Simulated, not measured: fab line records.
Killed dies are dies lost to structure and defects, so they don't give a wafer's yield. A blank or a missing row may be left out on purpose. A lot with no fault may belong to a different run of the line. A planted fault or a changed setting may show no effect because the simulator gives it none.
fab line records	flow sky130
[record] lots = 11	wafers = 33	last-day = 50
route steps=708 shown METAL4@635 VIA4@650 PASSIVATION@683 PAD_OPEN@708
lots untouched by any fault: they come from a run of this same line in which no faults occurred
start-h: start of the lot's first displayed wafer, in hours after the record's first day	wait-h: how many hours have passed since the lot's step before this one	" unchanged from the row above	L1.1+2: a row that stands for several wafers	- no value, or no start was given	* or withheld: withheld	< > ~ a bound
route shown NAME@n: NAME is a module with steps in the file, n the number in the route of the first one	usual: the fault-free wafers' mean and standard deviation	same: alike in all rows	chamber/n: place in a boat	sites: readings site by site	_std_site: their standard deviation	_edge_site: mean of outer sites minus mean of inner sites	radius-mm: for every site, how far away it sits from the centre of the wafer	mask NAME#n: copy n	behind: tool/chamber where the wafer was last shaped	hold: why the lot was held/for how many hours/how that ended	device: names the non-switching transistor (n, p or np)	end of line: tests run on the same wafers once the route is complete	step lacking rows: just its recipe	killed: the dies lost at the first sort to structure and to defects; this is not the yield of the wafer	map: per-die view of a wafer (x killed, . not killed, _ where there is no die)
set.NAME: setting as actually run; set.NAME@STEP: the setting as run at that earlier step	model.NAME: the simulator's own value behind a step, which no gauge read
route steps across a sampled set of lots; one table per step, one row per wafer
services: the hour from which a tool's chamber was out of use, counted from the record's first day as start-h (under 0 if before that day), plus the number of hours and why
[[steps]]
[step SKY_METAL4_STRIP_19]
[recipe] chemistry = O2/N2	power-w = 1400	pressure-mtorr = 1500	platen-temp-c = withheld	o2-flow-sccm = 3000	n2-flow-sccm = 300	overash-fraction = 0.5
[usual] drypump-motor-current-A = 5.55/0.28	oes-product-au = 0.511/0.0081	strip-time-to-endpoint-s = 6.74/0.15
lot.wafer	tool	chamber	start-h	wait-h	drypump-motor-current-A	oes-product-au	rf-hours-counter-h	strip-time-to-endpoint-s
L540.1	plasma-asher-03	0	995.59	0.1	5.05	0.508	122	6.78
L540.3	"	0	"	"	5.05	0.514	-	6.69
L540.6	"	1	"	"	5.88	0.513	-	6.75
L541.1	plasma-asher-03	0	1001.51	0.2	4.99	0.499	122	6.53
L541.3	"	0	"	"	5.03	0.505	-	6.57
L541.6	"	0	"	"	4.99	0.505	-	6.61
L542.3	plasma-asher-02	1	1009.35	0.1	5.26	0.505	-	6.77
L542.4	"	0	"	"	5.66	0.520	-	6.83
L542.6	"	1	"	"	5.24	0.514	-	6.80
L543.1	plasma-asher-02	0	1016.59	0.1	5.66	0.505	89	6.57
L543.3	"	0	"	"	5.65	0.500	-	6.51
L543.4	"	1	"	"	5.25	0.500	-	6.64
L551.1	plasma-asher-01	0	1071.40	0.1	5.72	0.510	65	6.78
L551.2	"	1	"	"	5.61	0.518	65	6.76
L551.5	"	0	"	"	5.71	0.515	-	6.81
L552.1	plasma-asher-01	0	1072.74	0.1	5.71	0.503	65	6.71
L552.2	"	1	"	"	5.60	0.509	65	6.60
L552.3	"	1	"	"	5.64	0.512	-	6.62
L553.2	plasma-asher-01	1	1084.91	0.1	5.62	0.517	66	6.88
L553.4	"	0	"	"	5.73	0.520	-	6.98
L553.5	"	0	"	"	5.72	0.517	-	6.88
L555.2	plasma-asher-01	1	1092.29	0.1	5.62	0.520	67	6.91
L555.3	"	1	"	"	5.61	0.516	-	6.93
L555.4	"	0	"	"	5.74	0.517	-	6.87
L556.3	plasma-asher-02	0	1097.37	0.1	5.62	0.518	-	6.91
L556.4	"	1	"	"	5.26	0.501	-	6.58
L556.6	"	0	"	"	5.66	0.522	-	6.91
L560.2	plasma-asher-01	1	1116.72	0.1	5.63	0.517	69	6.83
L560.4	"	0	"	"	5.73	0.510	-	6.92
L560.6	"	1	"	"	5.62	0.517	-	6.88
L561.1	plasma-asher-01	0	1122.42	0.1	5.73	0.516	70	6.78
L561.3	"	1	"	"	5.62	0.526	-	6.90
L561.6	"	0	"	"	5.72	0.522	-	6.85
[step SKY_VIA4_OVL_MEAS_11]
[usual] VIA4_OVL = -0.5/1.4
lot.wafer	tool	chamber	start-h	wait-h	VIA4_OVL[nm]
L540.1	overlay-02	-	1019.40	0.1	0.3
L540.3	"	-	"	"	-0.7
L540.6	"	-	"	"	-0.2
L541.1	overlay-02	-	1025.42	0.1	0.0
L541.3	"	-	"	"	-1.3
L541.6	"	-	"	"	-1.3
L542.3	overlay-01	-	1032.67	0.1	-3.2
L542.4	"	-	"	"	-1.7
L542.6	"	-	"	"	-2.7
L543.1	overlay-01	-	1039.57	0.1	-1.4
L543.3	"	-	"	"	-1.5
L543.4	"	-	"	"	-2.7
L551.1	overlay-02	-	1092.97	0.1	-1.5
L551.2	"	-	"	"	1.6
L551.5	"	-	"	"	0.7
L552.1	overlay-01	-	1094.07	0.1	0.1
L552.2	"	-	"	"	-0.8
L552.3	"	-	"	"	-2.7
L553.2	overlay-02	-	1106.51	0.1	1.5
L553.4	"	-	"	"	-0.8
L553.5	"	-	"	"	1.3
L555.2	overlay-01	-	1112.68	0.1	0.4
L555.3	"	-	"	"	0.4
L555.4	"	-	"	"	-0.3
L556.3	overlay-01	-	1118.47	0.1	-1.1
L556.4	"	-	"	"	-0.9
L556.6	"	-	"	"	-0.8
L560.2	overlay-02	-	1137.36	0.1	-1.5
L560.4	"	-	"	"	-2.6
L560.6	"	-	"	"	0.8
L561.1	overlay-01	-	1141.96	0.1	0.6
L561.3	"	-	"	"	-1.4
L561.6	"	-	"	"	-0.3
[step SKY_VIA4_CMP_21]
[recipe] stop-on = SiO2	t-overpolish-s = 25	down-force-psi = 3.5	platen-rpm = 60	target-thk-nm = 0	pad-velocity-m-s = 0.94248
[usual] motor-current-A = 11.0/0.74	overpolish-run-s = 25.000/0.0089	time-to-endpoint-s = 121/4.3
lot.wafer	tool	chamber	start-h	wait-h	motor-current-A	overpolish-run-s	time-to-endpoint-s
L540.1	cmp-02	1	1021.10	0.4	12.0	25.003	124
L540.3	"	2	"	"	10.4	25.002	115
L540.6	"	0	"	"	12.0	25.018	121
L541.3	cmp-02	1	1026.61	0.1	12.1	25.006	123
L541.1	"	2	"	"	10.2	24.999	124
L541.6	"	3	"	"	10.9	24.996	122
L542.3	cmp-02	0	1033.75	0.0	11.3	24.993	123
L542.4	"	2	"	"	10.8	24.996	122
L542.6	"	0	"	"	11.9	25.025	124
L543.1	cmp-01	2	1040.66	0.1	9.4	25.002	116
L543.4	"	3	"	"	10.4	25.005	120
L543.3	"	0	"	"	11.0	25.003	116
L551.2	cmp-01	2	1094.14	0.1	9.8	25.001	120
L551.1	"	0	"	"	10.6	24.996	113
L551.5	"	2	"	"	10.1	24.997	117
L552.1	cmp-02	2	1095.16	0.1	10.7	24.996	121
L552.2	"	0	"	"	11.9	25.024	132
L552.3	"	1	"	"	12.0	25.013	128
L553.2	cmp-02	3	1108.18	0.0	10.5	24.989	124
L553.4	"	0	"	"	12.2	25.000	132
L553.5	"	0	"	"	12.0	25.001	127
L555.4	cmp-02	3	1114.01	0.2	11.1	25.009	121
L555.3	"	0	"	"	11.5	25.007	125
L555.2	"	1	"	"	11.9	24.996	121
L556.3	cmp-01	2	1119.60	0.1	9.9	25.006	116
L556.4	"	3	"	"	10.5	24.997	117
L556.6	"	2	"	"	9.6	25.006	119
L560.2	cmp-01	3	1138.50	0.1	10.5	24.998	120
L560.4	"	1	"	"	11.5	25.006	120
L560.6	"	2	"	"	10.1	24.998	118
L561.3	cmp-02	1	1143.15	0.1	11.3	25.005	124
L561.1	"	2	"	"	10.5	24.993	113
L561.6	"	3	"	"	10.6	25.001	117
[step SKY_PASSIVATION_CVD_02]
[recipe] material = Si3N4	target-thk-nm = 540	temp-c = 400	time-s = withheld	rf-w = 450
[usual] heater-power-w = 764/120	rf-fwd-power-W = 449.3/1.3
lot.wafer	tool	chamber	start-h	wait-h	heater-power-w	rf-fwd-power-W
L540.1	pecvd-03	0	1044.46	0.1	636	450.1
L540.3	"	0	"	"	634	449.4
L540.6	"	0	"	"	663	451.1
L541.1	pecvd-03	1	1050.04	0.1	952	449.1
L541.3	"	0	"	"	604	450.1
L541.6	"	1	"	"	787	450.8
L542.3	pecvd-01	2	1057.21	0.0	805	447.5
L542.4	"	1	"	"	663	450.4
L542.6	"	0	"	"	892	448.6
L543.1	pecvd-01	0	1064.12	0.1	836	448.2
L543.3	"	2	"	"	855	449.9
L543.4	"	0	"	"	891	447.0
L551.1	pecvd-01	2	1115.31	0.1	825	447.0
L551.2	"	0	"	"	921	449.3
L551.5	"	2	"	"	873	447.0
L552.1	pecvd-01	1	1116.21	0.1	605	628.8
L552.2	"	2	"	"	812	632.1
L552.3	"	0	"	"	682	631.4
L553.2	pecvd-01	0	1129.28	0.0	743	628.3
L553.4	"	2	"	"	776	631.5
L553.5	"	0	"	"	774	629.8
L555.2	pecvd-03	2	1134.89	0.0	729	451.8
L555.3	"	1	"	"	880	450.9
L555.4	"	0	"	"	647	449.0
L556.3	pecvd-03	2	1140.11	0.0	902	450.5
L556.4	"	1	"	"	916	449.2
L556.6	"	0	"	"	567	448.5
L560.2	pecvd-03	0	1157.64	0.0	653	448.2
L560.4	"	0	"	"	537	447.6
L560.6	"	1	"	"	792	448.6
L561.1	pecvd-02	2	1162.61	0.1	818	449.4
L561.3	"	0	"	"	547	449.6
L561.6	"	1	"	"	608	450.0
[step SKY_PASSIVATION_THK_MEAS_03]
[recipe] reads = Si3N4_of_PASSIVATION_CVD_02
[usual] PASSIVATION_CVD_02_THK = 542/8.1
lot.wafer	tool	chamber	start-h	wait-h	PASSIVATION_CVD_02_THK[nm]
L540.1	film-metro-01	-	1044.80	-	536
L540.3	"	-	"	"	553
L540.6	"	-	"	"	543
L541.1	film-metro-04	-	1050.26	-	534
L541.3	"	-	"	"	542
L541.6	"	-	"	"	537
L542.3	film-metro-01	-	1057.46	-	539
L542.4	"	-	"	"	539
L542.6	"	-	"	"	553
L543.1	film-metro-01	-	1064.34	-	542
L543.3	"	-	"	"	537
L543.4	"	-	"	"	547
L551.1	film-metro-04	-	1115.53	-	540
L551.2	"	-	"	"	538
L551.5	"	-	"	"	547
L552.1	film-metro-04	-	1116.44	-	589
L552.2	"	-	"	"	593
L552.3	"	-	"	"	592
L553.2	film-metro-04	-	1129.52	-	596
L553.4	"	-	"	"	601
L553.5	"	-	"	"	609
L555.2	film-metro-04	-	1135.12	-	539
L555.3	"	-	"	"	535
L555.4	"	-	"	"	557
L556.3	film-metro-02	-	1140.36	-	533
L556.4	"	-	"	"	541
L556.6	"	-	"	"	557
L560.2	film-metro-01	-	1157.87	-	553
L560.4	"	-	"	"	557
L560.6	"	-	"	"	552
L561.1	film-metro-02	-	1162.84	-	544
L561.3	"	-	"	"	553
L561.6	"	-	"	"	549
[step SKY_PAD_OPEN_PROBE_99]
[usual] defect-limited-yield = 82.2/2.2	killed_at_M0_to_M3 = 45/7.1	killed_at_M4_up = 3.0/1.8	killed-at-contacts = 24/5.4	killed-at-front-end = 16/4.9	killed-at-other = 0.3/0.63	killed-dies = 88/11	killed-on-rim = 17/3.4	killed-open = 47/7.4	killed-short = 40/7	sort_bin_3_pad_short = 1.0/0.43	sort_bin_5_function = 10.6/1.7	sort_bin_6_memory = 6.3/1.1	sort-n-pass = 404/11	sort-yield-pct = 82.2/2.2
[same] gross-dies = 492	killed-at-back-side = 0	sort_bin_4_leakage[%] = 0	sort_bin_8_speed[%] = 0
lot.wafer	tool	chamber	start-h	wait-h	defect-limited-yield[%]	killed_at_M0_to_M3	killed_at_M4_up	killed-at-contacts	killed-at-front-end	killed-at-other	killed-dies	killed-on-rim	killed-open	killed-short	sort_bin_3_pad_short[%]	sort_bin_5_function[%]	sort_bin_6_memory[%]	sort-n-pass	sort-yield-pct[%]
L541.1	prober-02	-	1094.47	0.1	81.7	46	1	24	19	0	90	17	59	31	0.6	12.8	4.9	402	81.7
L541.3	prober-02	-	1094.57	0.2	80.9	48	5	26	14	1	94	22	53	41	1.0	12.0	6.1	398	80.9
L541.6	prober-02	-	1094.72	0.2	80.9	58	3	19	14	0	94	14	49	45	1.4	10.0	7.7	398	80.9
L542.3	prober-01	-	1101.00	0.2	80.9	45	2	31	16	0	94	17	52	40	0.8	12.0	6.3	398	80.9
L542.4	prober-01	-	1101.05	0.2	81.9	44	2	29	14	0	89	20	49	38	0.6	11.6	5.9	403	81.9
L542.6	prober-01	-	1101.15	0.2	76.8	52	5	39	18	0	114	18	61	53	1.2	13.6	8.3	378	76.8
L543.1	prober-02	-	1107.24	0.1	83.3	43	6	19	14	0	82	13	40	42	0.8	10.6	5.3	410	83.3
L543.3	prober-02	-	1107.34	0.2	81.5	46	4	18	21	2	91	17	53	38	1.0	10.0	7.5	401	81.5
L543.4	prober-02	-	1107.39	0.2	83.1	43	2	26	11	1	83	12	38	45	1.2	9.6	6.1	409	83.1
L551.1	prober-02	-	1155.00	0.1	83.5	43	1	20	17	0	81	17	41	40	0.8	9.1	6.5	411	83.5
L551.2	prober-02	-	1155.05	0.1	83.5	39	3	24	14	1	81	13	45	36	0.8	9.8	5.9	411	83.5
L551.5	prober-02	-	1155.20	0.2	82.9	44	8	18	14	0	84	17	45	39	0.8	10.4	5.9	408	82.9
L552.1	prober-01	-	1156.12	0.1	83.7	43	2	28	7	0	80	18	46	34	1.2	10.4	4.7	412	83.7
L552.2	prober-01	-	1156.17	0.1	82.7	48	3	17	16	1	85	13	39	45	1.8	11.2	4.3	407	82.7
L552.3	prober-01	-	1156.22	0.2	82.9	40	2	31	9	2	84	22	47	35	0.4	11.8	4.9	408	82.9
L553.2	prober-02	-	1167.26	0.1	82.3	47	2	16	18	4	87	11	48	35	1.0	11.4	5.3	405	82.3
L553.4	prober-02	-	1167.36	0.2	82.3	45	5	20	16	1	87	14	47	39	0.8	9.3	7.5	405	82.3
L553.5	prober-02	-	1167.41	0.2	79.1	44	4	34	21	0	103	19	54	49	0.8	13.8	6.3	389	79.1
L555.2	prober-02	-	1173.25	0.1	82.1	52	5	22	9	0	88	15	43	44	1.6	11.0	5.3	404	82.1
L555.3	prober-02	-	1173.30	0.2	83.1	48	0	24	10	1	83	16	48	34	0.8	9.1	6.9	409	83.1
L555.4	prober-02	-	1173.35	0.2	81.5	52	5	16	18	0	91	20	45	46	0.6	10.4	7.5	401	81.5
L556.3	prober-01	-	1177.74	0.2	84.3	35	5	24	13	0	77	16	45	32	0.6	7.9	7.1	415	84.3
L556.4	prober-01	-	1177.79	0.2	85.8	35	2	23	10	0	70	15	43	27	0.6	8.9	4.7	422	85.8
L556.6	prober-01	-	1177.89	0.2	82.1	31	6	32	19	0	88	18	41	47	0.8	10.2	6.9	404	82.1
// killed by level:class
L541.1 VIA1:geometric-particle:open=15 CONTACT:geometric-particle:open=9 VIA2:geometric-particle:open=8 POLY_GATE:geometric-particle:open=6 VIA3:geometric-particle:open=6 FIELD_ISO:geometric-particle:short=5 LI_CONTACT:geometric-particle:open=5 LOCAL_INTERCONNECT:geometric-particle:short=5
L541.3 CONTACT:geometric-particle:open=9 VIA1:geometric-particle:open=9 VIA2:geometric-particle:open=7 VIA2:geometric-particle:short=6 FIELD_ISO:geometric-particle:short=6 LI_CONTACT:geometric-particle:open=6 VIA3:geometric-particle:open=6 LI_CONTACT:geometric-particle:short=4
L541.6 VIA1:geometric-particle:open=11 METAL2:geometric-particle:short=9 VIA2:geometric-particle:open=9 CONTACT:geometric-particle:open=7 METAL1:geometric-particle:short=7 VIA2:geometric-particle:short=6 LI_CONTACT:geometric-particle:open=5 VIA3:geometric-particle:open=5
L542.3 VIA1:geometric-particle:open=12 CONTACT:geometric-particle:open=8 POLY_GATE:geometric-particle:open=7 LI_CONTACT:geometric-particle:open=7 VIA3:geometric-particle:short=7 METAL1:geometric-particle:short=7 CONTACT:geometric-particle:short=6 VIA3:geometric-particle:open=6
L542.4 CONTACT:geometric-particle:open=15 VIA1:geometric-particle:open=11 VIA3:geometric-particle:open=6 VIA1:geometric-particle:short=5 FIELD_ISO:geometric-particle:short=4 LI_CONTACT:geometric-particle:open=4 CONTACT:geometric-particle:short=4 METAL2:geometric-particle:short=4
L542.6 CONTACT:geometric-particle:open=15 VIA1:geometric-particle:open=11 VIA1:geometric-particle:short=10 LI_CONTACT:geometric-particle:open=8 POLY_GATE:geometric-particle:open=7 CONTACT:geometric-particle:short=7 VIA2:geometric-particle:open=7 METAL1:geometric-particle:short=6
L543.1 VIA1:geometric-particle:open=7 CONTACT:geometric-particle:open=7 VIA2:geometric-particle:open=7 POLY_GATE:geometric-particle:open=5 METAL1:geometric-particle:short=5 CONTACT:geometric-particle:short=5 METAL2:geometric-particle:short=5 METAL2:geometric-particle:open=4
L543.3 VIA1:geometric-particle:open=14 LI_CONTACT:geometric-particle:open=8 CONTACT:geometric-particle:open=8 VIA1:geometric-particle:short=6 FIELD_ISO:geometric-particle:open=5 METAL2:geometric-particle:short=5 VIA3:geometric-particle:open=5 POLY_GATE:geometric-particle:short=4
L543.4 METAL2:geometric-particle:short=7 VIA2:geometric-particle:open=7 CONTACT:geometric-particle:open=6 METAL1:geometric-particle:short=6 LI_CONTACT:geometric-particle:open=5 LOCAL_INTERCONNECT:geometric-particle:short=5 VIA1:geometric-particle:short=5 CONTACT:geometric-particle:short=4
L551.1 LI_CONTACT:geometric-particle:open=11 VIA1:geometric-particle:open=10 METAL2:geometric-particle:short=8 CONTACT:geometric-particle:open=6 METAL1:geometric-particle:short=6 VIA1:geometric-particle:short=6 POLY_GATE:geometric-particle:short=5 METAL3:geometric-particle:short=4
L551.2 CONTACT:geometric-particle:open=12 VIA1:geometric-particle:open=10 VIA3:geometric-particle:open=8 CONTACT:geometric-particle:short=7 VIA2:geometric-particle:open=4 METAL1:geometric-particle:short=4 VIA1:geometric-particle:short=4 METAL2:geometric-particle:short=4
L551.5 VIA1:geometric-particle:short=8 VIA3:geometric-particle:open=8 CONTACT:geometric-particle:open=7 VIA1:geometric-particle:open=7 VIA2:geometric-particle:open=6 LI_CONTACT:geometric-particle:open=5 FIELD_ISO:geometric-particle:short=4 POLY_CUT:geometric-particle:short=4
L552.1 CONTACT:geometric-particle:open=13 VIA1:geometric-particle:open=10 METAL2:geometric-particle:short=6 VIA3:geometric-particle:open=6 LI_CONTACT:geometric-particle:open=5 LOCAL_INTERCONNECT:geometric-particle:short=5 VIA1:geometric-particle:short=5 VIA2:geometric-particle:open=5
L552.2 VIA1:geometric-particle:open=12 METAL2:geometric-particle:short=9 VIA1:geometric-particle:short=7 LI_CONTACT:geometric-particle:open=5 CONTACT:geometric-particle:open=5 METAL1:geometric-particle:short=5 FIELD_ISO:geometric-particle:short=4 POLY_GATE:geometric-particle:short=4
L552.3 CONTACT:geometric-particle:open=11 VIA1:geometric-particle:open=9 LI_CONTACT:geometric-particle:open=7 CONTACT:geometric-particle:short=7 METAL2:geometric-particle:short=6 VIA2:geometric-particle:open=6 METAL3:geometric-particle:short=5 VIA3:geometric-particle:open=5
L553.2 VIA1:geometric-particle:open=14 VIA2:geometric-particle:open=9 FIELD_ISO:geometric-particle:open=6 LOCAL_INTERCONNECT:geometric-particle:short=5 VIA2:geometric-particle:short=5 VIA3:geometric-particle:open=5 POLY_GATE:geometric-particle:short=4 POLY_GATE:geometric-particle:open=4
L553.4 CONTACT:geometric-particle:open=11 VIA1:geometric-particle:open=10 VIA1:geometric-particle:short=9 POLY_GATE:geometric-particle:short=6 LI_CONTACT:geometric-particle:open=6 POLY_GATE:geometric-particle:open=5 METAL1:geometric-particle:short=5 VIA3:geometric-particle:open=5
L553.5 CONTACT:geometric-particle:open=11 LI_CONTACT:geometric-particle:open=10 CONTACT:geometric-particle:short=6 VIA2:geometric-particle:open=6 VIA1:geometric-particle:open=6 VIA3:geometric-particle:open=6 FIELD_ISO:geometric-particle:short=5 LOCAL_INTERCONNECT:geometric-particle:short=5
L555.2 VIA1:geometric-particle:open=13 VIA3:geometric-particle:short=9 VIA2:geometric-particle:open=8 CONTACT:geometric-particle:short=7 VIA1:geometric-particle:short=6 LI_CONTACT:geometric-particle:open=5 METAL1:geometric-particle:short=5 CONTACT:geometric-particle:open=5
L555.3 VIA1:geometric-particle:open=12 LI_CONTACT:geometric-particle:open=9 CONTACT:geometric-particle:open=9 VIA1:geometric-particle:short=8 VIA3:geometric-particle:open=7 VIA3:geometric-particle:short=5 VIA2:geometric-particle:open=4 METAL1:geometric-particle:short=4
L555.4 VIA1:geometric-particle:open=18 METAL1:geometric-particle:short=7 VIA1:geometric-particle:short=6 FIELD_ISO:geometric-particle:short=5 POLY_GATE:geometric-particle:short=5 VIA3:geometric-particle:open=5 LI_CONTACT:geometric-particle:open=5 VIA2:geometric-particle:short=5
L556.3 VIA1:geometric-particle:open=8 VIA3:geometric-particle:open=8 CONTACT:geometric-particle:open=7 LI_CONTACT:geometric-particle:open=6 VIA2:geometric-particle:open=5 POLY_GATE:geometric-particle:short=4 SPACER:geometric-particle:short=4 LOCAL_INTERCONNECT:geometric-particle:short=4
L556.4 VIA1:geometric-particle:open=13 LI_CONTACT:geometric-particle:open=7 CONTACT:geometric-particle:open=6 FIELD_ISO:geometric-particle:open=4 LOCAL_INTERCONNECT:geometric-particle:short=4 VIA1:geometric-particle:short=4 VIA2:geometric-particle:open=4 FIELD_ISO:geometric-particle:short=3
L556.6 CONTACT:geometric-particle:open=11 FIELD_ISO:geometric-particle:short=7 LI_CONTACT:geometric-particle:open=6 LOCAL_INTERCONNECT:geometric-particle:short=6 VIA1:geometric-particle:open=6 METAL3:geometric-particle:short=6 FIELD_ISO:geometric-particle:open=4 POLY_GATE:geometric-particle:short=4
[[services]]
tool	chamber	start-h	hours	kind
pecvd-01	-	997.15	2.5	repair
plasma-asher-02	-	997.67	5.9	repair
plasma-asher-01	-	1001.45	5.4	repair
cmp-01	-	1002.77	0.5	repair
cmp-01	-	1007.35	0.9	repair
cmp-02	-	1017.92	1.8	repair
cmp-01	-	1025.25	1.5	repair
plasma-asher-01	-	1038.69	1.6	repair
pecvd-03	2	1040.82	5.5	scheduled-down
plasma-asher-03	-	1055.25	9.0	pm
cmp-01	-	1065.04	5.6	pm
pecvd-03	2	1082.08	2.1	scheduled-down
cmp-01	-	1084.00	4.0	pm
cmp-01	-	1088.00	-	consumable-replace:conditioner
cmp-02	-	1099.38	2.0	repair
pecvd-02	-	1104.64	42.2	repair
pecvd-03	1	1105.75	5.5	scheduled-down
plasma-asher-02	-	1110.91	3.2	repair
pecvd-03	-	1126.84	5.5	pm
cmp-01	-	1131.58	5.2	pm
pecvd-01	-	1137.12	1.3	repair
pecvd-01	-	1143.62	0.2	repair
cmp-01	-	1152.32	0.6	repair
pecvd-02	-	1156.50	0.5	repair
[[key]]
[first-sign] step = SKY_PASSIVATION_CVD_02	reading = rf-fwd-power-W	direction = up	sigmas = 99+	usual = 449.3	struck = 630.3
[effect] step = SKY_PASSIVATION_THK_MEAS_03	reading = PASSIVATION_CVD_02_THK	direction = up	sigmas = 6.7	usual = 542	struck = 597
met-at SKY_PASSIVATION_CVD_02
struck-lots L552,L553
not-acting-at SKY_METAL4_STRIP_19,SKY_VIA4_OVL_MEAS_11,SKY_VIA4_CMP_21
onset-between 1115.31 1116.21
[fault] kind = process-parameter-drift	tool = pecvd-01	chamber = -	onset-h = 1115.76	steps = SKY_PASSIVATION_CVD_02	channel = rf-w	offset = 180	shape = step	end-h = 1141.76	acts-in = these-recipes-only	stated = 450
